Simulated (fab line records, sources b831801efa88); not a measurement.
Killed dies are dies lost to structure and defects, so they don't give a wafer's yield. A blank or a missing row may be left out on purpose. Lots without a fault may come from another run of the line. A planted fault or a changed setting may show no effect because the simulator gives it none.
Which tool did it? | flow gf180mcu | 14 lots, 42 wafers sampled, at 5 steps of a route of 602

WHAT THE GAUGES READ, wafer by wafer
GF_NWELL_OVL_MEAS_07. Usual: NWELL_OVL 0.3 nm, standard deviation 1.5.
lot  | measured    | on         | NWELL_OVL (nm) | flag
L586 | day 3 06:46 | overlay-02 | -1.0 0.2 -0.5  |
L587 | day 3 12:35 | overlay-01 | 0.1 -1.6 0.8   |
L589 | day 3 22:29 | overlay-01 | 0.3 1.6 3.4    |
L590 | day 4 04:26 | overlay-01 | 2.3 3.0 3.7    |
L591 | day 4 10:14 | overlay-01 | 0.9 -0.3 0.7   |
L592 | day 4 15:14 | overlay-01 | -0.5 0.3 0.3   |
L595 | day 5 08:29 | overlay-01 | 1.5 -0.7 1.3   |
L596 | day 5 15:02 | overlay-01 | -1.6 -1.2 -0.2 |
L598 | day 6 01:47 | overlay-02 | 1.4 0.1 0.7    |
L599 | day 6 06:08 | overlay-01 | 2.4 3.3 2.9    |
L604 | day 7 10:20 | overlay-02 | -1.4 -0.5 -1.6 |
L606 | day 7 19:43 | overlay-02 | 1.7 -0.4 0.2   |
L607 | day 8 01:41 | overlay-02 | -0.9 -1.3 -1.8 |
L608 | day 8 08:11 | overlay-02 | 0.1 -2.2 -1.0  |

GF_VT_IMPLANT_RS_MEAS_48: measures by four-point-probe. Usual: LVPWELL_RS 1196 ohm/sq, standard deviation 3.2.
lot  | measured     | on            | LVPWELL_RS (ohm/sq) | flag
L586 | day 7 13:58  | film_metro-03 | 1199 1194 1197      |
L587 | day 7 18:41  | film_metro-04 | 1190 1189 1190      |
L589 | day 8 09:46  | film_metro-04 | 1196 1195 1197      |
L590 | day 8 15:59  | film_metro-01 | 1203 1198 1198      |
L591 | day 8 22:59  | film_metro-01 | 1200 1197 1200      |
L592 | day 9 05:40  | film_metro-01 | 1198 1195 1190      |
L595 | day 10 01:59 | film_metro-03 | 1201 1202 1201      |
L596 | day 10 11:00 | film_metro-03 | 1260 1256 1262      | OFF
L598 | day 10 22:52 | film_metro-03 | 1256 1252 1253      | OFF
L599 | day 11 03:44 | film_metro-01 | 1247 1249 1250      | OFF
L604 | day 12 10:50 | film_metro-01 | 1197 1194 1196      |
L606 | day 12 23:13 | film_metro-03 | 1199 1199 1200      |
L607 | day 13 04:44 | film_metro-03 | 1196 1198 1198      |
L608 | day 13 12:54 | film_metro-01 | 1193 1195 1197      |

GF_HV_LDD_CD_MEAS_07: target cd 400 nm. Usual: cd_nm 400.4 nm, standard deviation 2.2.
lot  | measured     | on        | cd_nm (nm)        | flag
L586 | day 10 00:10 | cd_sem-01 | 404.9 403.5 403.2 |
L587 | day 10 04:44 | cd_sem-02 | 399.8 399.6 400.3 |
L589 | day 10 23:05 | cd_sem-01 | 402.2 402.7 402.8 |
L590 | day 11 06:05 | cd_sem-01 | 400.8 401.5 401.2 |
L591 | day 11 15:38 | cd_sem-02 | 402.6 404.7 401.9 |
L592 | day 12 03:02 | cd_sem-02 | 399.3 399.9 398.2 |
L595 | day 13 03:34 | cd_sem-01 | 402.1 400.6 402.6 |
L596 | day 13 14:25 | cd_sem-01 | 402.5 402.2 401.7 |
L598 | day 13 22:38 | cd_sem-02 | 401.2 401.1 398.5 |
L599 | day 14 07:41 | cd_sem-02 | 399.2 397.5 397.5 |
L604 | day 15 10:35 | cd_sem-02 | 397.3 396.3 397.0 |
L606 | day 16 01:49 | cd_sem-02 | 397.3 396.3 396.9 |
L607 | day 16 07:59 | cd_sem-01 | 399.7 399.4 401.4 |
L608 | day 16 15:28 | cd_sem-01 | 399.6 396.9 397.3 |

GF_HV_LDD_OVL_MEAS_08. Usual: HV_LDD_OVL -0.3 nm, standard deviation 1.2.
lot  | measured     | on         | HV_LDD_OVL (nm) | flag
L586 | day 10 00:17 | overlay-01 | 0.3 0.7 1.4     |
L587 | day 10 04:51 | overlay-01 | -0.1 -1.4 0.8   |
L589 | day 10 23:13 | overlay-01 | -0.8 -1.5 -2.0  |
L590 | day 11 06:12 | overlay-02 | -0.9 -0.6 -3.1  |
L591 | day 11 15:45 | overlay-01 | 1.1 0.6 1.2     |
L592 | day 12 03:10 | overlay-01 | 1.1 -0.4 1.4    |
L595 | day 13 03:41 | overlay-02 | -3.1 -1.1 -1.8  |
L596 | day 13 14:30 | overlay-02 | -1.8 -2.2 -0.5  |
L598 | day 13 22:45 | overlay-01 | 0.2 0.7 -1.2    |
L599 | day 14 07:46 | overlay-02 | 0.0 0.5 0.3     |
L604 | day 15 10:42 | overlay-01 | -2.2 0.4 -2.0   |
L606 | day 16 01:56 | overlay-01 | -0.8 -0.5 0.1   |
L607 | day 16 08:04 | overlay-01 | 0.7 0.7 1.5     |
L608 | day 16 15:33 | overlay-01 | -0.3 -1.0 -0.3  |

WHICH TOOL RAN EACH LOT (tool, then ch and the chambers of the sampled wafers, then the start)
lot  | GF_LVPWELL_IMPLANT_08
L586 | implanter-02 ch 0, day 3 20:22
L587 | implanter-01 ch 0, day 4 01:41
L589 | implanter-01 ch 0, day 4 12:43
L590 | implanter-01 ch 0, day 4 18:14
L591 | implanter-03 ch 0, day 5 00:27
L592 | implanter-01 ch 0, day 5 05:43
L595 | implanter-03 ch 0, day 5 23:41
L596 | implanter-01 ch 0, day 6 06:01
L598 | implanter-01 ch 0, day 6 17:19
L599 | implanter-01 ch 0, day 6 21:53
L604 | implanter-02 ch 0, day 8 02:14
L606 | implanter-03 ch 0, day 8 13:01
L607 | implanter-02 ch 0, day 8 18:08
L608 | implanter-01 ch 0, day 9 00:46
- GF_LVPWELL_IMPLANT_08

WHAT THE TOOLS THEMSELVES READ (means of the sampled wafers that have a number; where no wafer has one, the mark that the record gives instead)
GF_LVPWELL_IMPLANT_08. Usual: dose_ions_cm2 1.5001e+13, standard deviation 1.4e+10; faraday_current_uA 84.5, standard deviation 1.7; tilt_deg -0.001 degrees, standard deviation 0.02.
lot  | tool         | dose_ions_cm2 | faraday_current_uA | tilt_deg (degrees) | flag
L586 | implanter-02 | 1.5004e+13    | 85.7               | -0.009             |
L587 | implanter-01 | 1.5008e+13    | 84.8               | 0.008              |
L589 | implanter-01 | 1.4996e+13    | 83.5               | 0.001              |
L590 | implanter-01 | 1.5016e+13    | 86.1               | 0.001              |
L591 | implanter-03 | 1.5001e+13    | 83.4               | -0.017             |
L592 | implanter-01 | 1.4994e+13    | 84.2               | -0.032             |
L595 | implanter-03 | 1.4998e+13    | 84.5               | -0.023             |
L596 | implanter-01 | 1.3646e+13    | 78.1               | 0.019              | OFF
L598 | implanter-01 | 1.3677e+13    | 76.5               | -0.013             | OFF
L599 | implanter-01 | 1.3658e+13    | 76.0               | -0.016             | OFF
L604 | implanter-02 | 1.5011e+13    | 84.0               | -0.026             |
L606 | implanter-03 | 1.5004e+13    | 85.6               | -0.003             |
L607 | implanter-02 | 1.4991e+13    | 84.3               | 0.007              |
L608 | implanter-01 | 1.5004e+13    | 84.0               | 0.023              |

THE ANSWER, worked out from the rows above alone
Rule: a lot is off if the mean of its wafers that have a number lies more than 3 standard deviations from the usual mean. A lot without any number at a reading at which 4 lots or more have one is off too. The other lots that the step has rows for count as sound. The gauges are gone through in route order, then the tools' own readings, and for those a lot's mean is taken as printed above. The first step at which some lot is off is used, and at that step the reading that is off furthest; a lot without a number counts as furthest.
Off: L596, L598, L599, at GF_VT_IMPLANT_RS_MEAS_48 (LVPWELL_RS).
A tool fits if, at a process step before that reading, it ran every lot that is off, and no sound lot after the first of them. The gauges at GF_VT_IMPLANT_RS_MEAS_48 aren't tried: what is off there is off at GF_LVPWELL_IMPLANT_08 too, on other tools, and a gauge's error can't cause that. None of those tried fits.

WHAT THE SIMULATOR HAD PUT IN
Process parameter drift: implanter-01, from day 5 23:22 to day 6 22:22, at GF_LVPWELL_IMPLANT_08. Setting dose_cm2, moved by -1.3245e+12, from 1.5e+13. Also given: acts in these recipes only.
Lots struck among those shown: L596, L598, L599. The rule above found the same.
